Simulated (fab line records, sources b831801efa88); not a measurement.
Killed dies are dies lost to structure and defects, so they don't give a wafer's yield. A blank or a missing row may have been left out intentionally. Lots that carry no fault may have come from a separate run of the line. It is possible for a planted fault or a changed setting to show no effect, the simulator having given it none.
fab line records :: flow sfq_line
[record]
  lots = 14
  wafers = 42
  last_day = 97
route steps=325 shown I2@114
lots with no fault: from the same line, run without faults
start_h: start of the lot's first displayed wafer, in hours after the record's first day :: wait_h: time in hours since the lot's previous step :: " the same as in the row above :: L1.1+2: several wafers, shown together as one row :: - either no value or no given start :: * or withheld: withheld :: < > ~ a bound
route shown NAME@n: a module of which the file shows steps, and the number in the route of the first :: usual: mean and standard deviation over wafers with no fault :: same: alike in all rows :: chamber/n: place in a boat :: sites: the reading at each site :: _std_site: standard deviation across them :: _edge_site: inner sites' mean taken away from outer sites' mean :: radius_mm: for every site, how far away it sits from the centre of the wafer :: mask NAME#n: copy n :: behind: the most recent tool/chamber to have shaped the wafer :: hold: the reason the lot was held/the length of the hold in hours/how it ended :: device: which transistor (n, p or np) failed to switch :: end of line: the tests these same wafers got at the end of their route :: a step given without rows: its recipe and nothing more :: killed: at the first sort, the dies lost to defects and structure; wafer yield is something else :: map: the dies of a wafer, with x for killed, . for not killed, _ for no die there
set.NAME: the setting the step ran with; set.NAME@STEP: the setting that earlier step ran with :: model.NAME: the simulator's own value behind a step, which no gauge read
a sample of lots followed through the steps of the route, with each step as a table and each wafer as a row
services: a tool's chamber out of use, with start hour (start_h, from the record's first day; less than 0 if before it), hours out, and reason
[[steps]]
[step SFQ_TRILAYER_I2_VIA_BARC_OPEN_VIA_ETCH_096]
[recipe]
  mask_material = PR
  chemistry = O2
  target_depth_nm = 125
  target = BARC
  source_w = 500
  bias_w = 80
  pressure_mtorr = 30
  time_s = 41.7
[usual]
  bias_w = 80.01/0.24
  drypump_motor_current_A = 5.8/0.55
  oes_product_au = 0.686/0.0044
lot.wafer: L347.1
tool: rie_diel-04
chamber: 3
start_h: 934.38
wait_h: 0.0
bias_w: 79.82
drypump_motor_current_A: 4.7
oes_product_au: 0.689
rf_hours_counter_h: 0

lot.wafer: L347.2
tool: rie_diel-04
chamber: 2
start_h: 934.38
wait_h: 0.0
bias_w: 79.50
drypump_motor_current_A: 6.4
oes_product_au: 0.687
rf_hours_counter_h: 3

lot.wafer: L347.5
tool: rie_diel-04
chamber: 0
start_h: 934.38
wait_h: 0.0
bias_w: 80.01
drypump_motor_current_A: 5.6
oes_product_au: 0.679
rf_hours_counter_h: -

lot.wafer: L348.1
tool: rie_diel-01
chamber: 1
start_h: 935.83
wait_h: 0.0
bias_w: 79.88
drypump_motor_current_A: 6.2
oes_product_au: 0.682
rf_hours_counter_h: 3

lot.wafer: L348.2
tool: rie_diel-01
chamber: 0
start_h: 935.83
wait_h: 0.0
bias_w: 79.80
drypump_motor_current_A: 6.3
oes_product_au: 0.682
rf_hours_counter_h: 16

lot.wafer: L348.5
tool: rie_diel-01
chamber: 2
start_h: 935.83
wait_h: 0.0
bias_w: 79.69
drypump_motor_current_A: 5.6
oes_product_au: 0.686
rf_hours_counter_h: -

lot.wafer: L349.1
tool: rie_diel-04
chamber: 3
start_h: 945.98
wait_h: 0.0
bias_w: 80.17
drypump_motor_current_A: 4.7
oes_product_au: 0.687
rf_hours_counter_h: 0

lot.wafer: L349.5
tool: rie_diel-04
chamber: 2
start_h: 945.98
wait_h: 0.0
bias_w: 79.45
drypump_motor_current_A: 6.4
oes_product_au: 0.680
rf_hours_counter_h: -

lot.wafer: L349.6
tool: rie_diel-04
chamber: 3
start_h: 945.98
wait_h: 0.0
bias_w: 80.02
drypump_motor_current_A: 4.7
oes_product_au: 0.685
rf_hours_counter_h: -

lot.wafer: L354.3
tool: rie_diel-02
chamber: 2
start_h: 1028.85
wait_h: 0.0
bias_w: 79.99
drypump_motor_current_A: 5.7
oes_product_au: 0.683
rf_hours_counter_h: 5

lot.wafer: L354.4
tool: rie_diel-02
chamber: 0
start_h: 1028.85
wait_h: 0.0
bias_w: 79.86
drypump_motor_current_A: 6.0
oes_product_au: 0.683
rf_hours_counter_h: 9

lot.wafer: L354.6
tool: rie_diel-02
chamber: 2
start_h: 1028.85
wait_h: 0.0
bias_w: 80.18
drypump_motor_current_A: 5.7
oes_product_au: 0.692
rf_hours_counter_h: -

lot.wafer: L355.3
tool: rie_diel-02
chamber: 0
start_h: 1037.85
wait_h: 0.0
bias_w: 79.91
drypump_motor_current_A: 6.0
oes_product_au: 0.687
rf_hours_counter_h: 9

lot.wafer: L355.4
tool: rie_diel-02
chamber: 3
start_h: 1037.85
wait_h: 0.0
bias_w: 79.82
drypump_motor_current_A: 5.3
oes_product_au: 0.689
rf_hours_counter_h: 16

lot.wafer: L355.5
tool: rie_diel-02
chamber: 0
start_h: 1037.85
wait_h: 0.0
bias_w: 80.07
drypump_motor_current_A: 6.0
oes_product_au: 0.685
rf_hours_counter_h: -

lot.wafer: L356.1
tool: rie_diel-02
chamber: 0
start_h: 1042.05
wait_h: 0.0
bias_w: 80.31
drypump_motor_current_A: 6.0
oes_product_au: 0.678
rf_hours_counter_h: 9

lot.wafer: L356.2
tool: rie_diel-02
chamber: 1
start_h: 1042.05
wait_h: 0.0
bias_w: 80.32
drypump_motor_current_A: 6.7
oes_product_au: 0.690
rf_hours_counter_h: 4

lot.wafer: L356.3
tool: rie_diel-02
chamber: 3
start_h: 1042.05
wait_h: 0.0
bias_w: 80.09
drypump_motor_current_A: 5.3
oes_product_au: 0.683
rf_hours_counter_h: 16

lot.wafer: L360.3
tool: rie_diel-04
chamber: 1
start_h: 1079.16
wait_h: 0.0
bias_w: 80.38
drypump_motor_current_A: 5.4
oes_product_au: 0.688
rf_hours_counter_h: 16

lot.wafer: L360.4
tool: rie_diel-04
chamber: 0
start_h: 1079.16
wait_h: 0.0
bias_w: 79.97
drypump_motor_current_A: 5.7
oes_product_au: 0.685
rf_hours_counter_h: 10

lot.wafer: L360.5
tool: rie_diel-04
chamber: 1
start_h: 1079.16
wait_h: 0.0
bias_w: 79.80
drypump_motor_current_A: 5.4
oes_product_au: 0.689
rf_hours_counter_h: -

lot.wafer: L361.1
tool: rie_diel-04
chamber: 3
start_h: 1105.16
wait_h: 0.0
bias_w: 86.96
drypump_motor_current_A: 4.7
oes_product_au: 0.679
rf_hours_counter_h: 3

lot.wafer: L361.3
tool: rie_diel-04
chamber: 2
start_h: 1105.16
wait_h: 0.0
bias_w: 80.22
drypump_motor_current_A: 6.4
oes_product_au: 0.681
rf_hours_counter_h: 5

lot.wafer: L361.6
tool: rie_diel-04
chamber: 2
start_h: 1105.16
wait_h: 0.0
bias_w: 80.39
drypump_motor_current_A: 6.4
oes_product_au: 0.684
rf_hours_counter_h: -

lot.wafer: L362.2
tool: rie_diel-04
chamber: 1
start_h: 1108.49
wait_h: 0.0
bias_w: 80.12
drypump_motor_current_A: 5.4
oes_product_au: 0.684
rf_hours_counter_h: 16

lot.wafer: L362.3
tool: rie_diel-04
chamber: 0
start_h: 1108.49
wait_h: 0.0
bias_w: 79.66
drypump_motor_current_A: 5.7
oes_product_au: 0.680
rf_hours_counter_h: 10

lot.wafer: L362.4
tool: rie_diel-04
chamber: 3
start_h: 1108.49
wait_h: 0.0
bias_w: 86.95
drypump_motor_current_A: 4.7
oes_product_au: 0.688
rf_hours_counter_h: 4

lot.wafer: L366.2
tool: rie_diel-02
chamber: 1
start_h: 1277.56
wait_h: 0.0
bias_w: 80.01
drypump_motor_current_A: 6.7
oes_product_au: 0.690
rf_hours_counter_h: 7

lot.wafer: L366.5
tool: rie_diel-02
chamber: 2
start_h: 1277.56
wait_h: 0.0
bias_w: 79.97
drypump_motor_current_A: 5.7
oes_product_au: 0.688
rf_hours_counter_h: -

lot.wafer: L366.6
tool: rie_diel-02
chamber: 1
start_h: 1277.56
wait_h: 0.0
bias_w: 80.22
drypump_motor_current_A: 6.7
oes_product_au: 0.686
rf_hours_counter_h: -

lot.wafer: L367.3
tool: rie_diel-01
chamber: 2
start_h: 1281.16
wait_h: 0.0
bias_w: 80.01
drypump_motor_current_A: 5.6
oes_product_au: 0.691
rf_hours_counter_h: 8

lot.wafer: L367.4
tool: rie_diel-01
chamber: 0
start_h: 1281.16
wait_h: 0.0
bias_w: 80.00
drypump_motor_current_A: 6.3
oes_product_au: 0.682
rf_hours_counter_h: -

lot.wafer: L367.5
tool: rie_diel-01
chamber: 2
start_h: 1281.16
wait_h: 0.0
bias_w: 79.75
drypump_motor_current_A: 5.6
oes_product_au: 0.684
rf_hours_counter_h: -

lot.wafer: L368.2
tool: rie_diel-04
chamber: 0
start_h: 1293.16
wait_h: 0.0
bias_w: 80.32
drypump_motor_current_A: 5.6
oes_product_au: 0.685
rf_hours_counter_h: 12

lot.wafer: L368.3
tool: rie_diel-04
chamber: 2
start_h: 1293.16
wait_h: 0.0
bias_w: 80.34
drypump_motor_current_A: 6.4
oes_product_au: 0.680
rf_hours_counter_h: 7

lot.wafer: L368.4
tool: rie_diel-04
chamber: 0
start_h: 1293.16
wait_h: 0.0
bias_w: 80.19
drypump_motor_current_A: 5.6
oes_product_au: 0.693
rf_hours_counter_h: -

lot.wafer: L369.1
tool: rie_diel-02
chamber: 3
start_h: 1304.96
wait_h: 0.0
bias_w: 79.95
drypump_motor_current_A: 5.3
oes_product_au: 0.680
rf_hours_counter_h: 1

lot.wafer: L369.5
tool: rie_diel-02
chamber: 3
start_h: 1304.96
wait_h: 0.0
bias_w: 80.53
drypump_motor_current_A: 5.3
oes_product_au: 0.684
rf_hours_counter_h: -

lot.wafer: L369.6
tool: rie_diel-02
chamber: 0
start_h: 1304.96
wait_h: 0.0
bias_w: 80.06
drypump_motor_current_A: 6.1
oes_product_au: 0.682
rf_hours_counter_h: -

lot.wafer: L370.1
tool: rie_diel-02
chamber: 0
start_h: 1310.96
wait_h: 0.0
bias_w: 79.81
drypump_motor_current_A: 6.0
oes_product_au: 0.684
rf_hours_counter_h: 12

lot.wafer: L370.4
tool: rie_diel-02
chamber: 2
start_h: 1310.96
wait_h: 0.0
bias_w: 80.03
drypump_motor_current_A: 5.7
oes_product_au: 0.695
rf_hours_counter_h: 8

lot.wafer: L370.6
tool: rie_diel-02
chamber: 2
start_h: 1310.96
wait_h: 0.0
bias_w: 79.95
drypump_motor_current_A: 5.7
oes_product_au: 0.686
rf_hours_counter_h: -
[[services]]
tool: rie_diel-01
chamber: -
start_h: 924.88
hours: 2.3
kind: repair

tool: rie_diel-04
chamber: 2
start_h: 1062.87
hours: 2.8
kind: repair

tool: rie_diel-02
chamber: -
start_h: 1094.48
hours: 15.6
kind: pm

tool: rie_diel-02
chamber: 2
start_h: 1127.11
hours: 11.0
kind: repair

tool: rie_diel-02
chamber: 3
start_h: 1160.08
hours: -
kind: clean

tool: rie_diel-02
chamber: 3
start_h: 1160.08
hours: 19.9
kind: scheduled_down

tool: rie_diel-02
chamber: 3
start_h: 1160.08
hours: 19.9
kind: vent_cycle

tool: rie_diel-01
chamber: 2
start_h: 1194.57
hours: 8.2
kind: repair

tool: rie_diel-01
chamber: 0
start_h: 1207.92
hours: -
kind: clean

tool: rie_diel-01
chamber: 0
start_h: 1207.92
hours: -
kind: consumable_replace:focus_ring

tool: rie_diel-01
chamber: 0
start_h: 1207.92
hours: 25.7
kind: scheduled_down

tool: rie_diel-01
chamber: 0
start_h: 1207.92
hours: 25.7
kind: vent_cycle

tool: rie_diel-01
chamber: 3
start_h: 1234.41
hours: 9.0
kind: repair

tool: rie_diel-01
chamber: 3
start_h: 1247.22
hours: 7.6
kind: repair

tool: rie_diel-02
chamber: 2
start_h: 1257.80
hours: 1.3
kind: repair

tool: rie_diel-01
chamber: 3
start_h: 1263.96
hours: 3.9
kind: repair

tool: rie_diel-04
chamber: 1
start_h: 1271.91
hours: -
kind: clean

tool: rie_diel-04
chamber: 1
start_h: 1271.91
hours: -
kind: consumable_replace:focus_ring

tool: rie_diel-04
chamber: 1
start_h: 1271.91
hours: 22.4
kind: scheduled_down

tool: rie_diel-04
chamber: 1
start_h: 1271.91
hours: 22.4
kind: vent_cycle

tool: rie_diel-01
chamber: 3
start_h: 1277.77
hours: 8.4
kind: repair

tool: rie_diel-04
chamber: 2
start_h: 1294.29
hours: 6.7
kind: repair

tool: rie_diel-01
chamber: 0
start_h: 1304.62
hours: 1.5
kind: repair
[[key]]
[first_sign]
  step = SFQ_TRILAYER_I2_VIA_BARC_OPEN_VIA_ETCH_096
  reading = bias_w
  direction = up
  sigmas = 29
  usual = 80.01
  struck = 86.96
effect none on later readings
met_at SFQ_TRILAYER_I2_VIA_BARC_OPEN_VIA_ETCH_096
struck_lots L361,L362
struck_wafers L361.1,L362.4
onset_between 945.98 1105.16
[fault]
  kind = process_parameter_drift
  tool = rie_diel-04
  chamber = 3
  onset_h = 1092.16
  steps = SFQ_TRILAYER_I2_VIA_BARC_OPEN_VIA_ETCH_096
  channel = bias_w
  offset = 6.6316
  shape = step
  end_h = 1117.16
  acts_in = these_recipes_only
  stated = 80
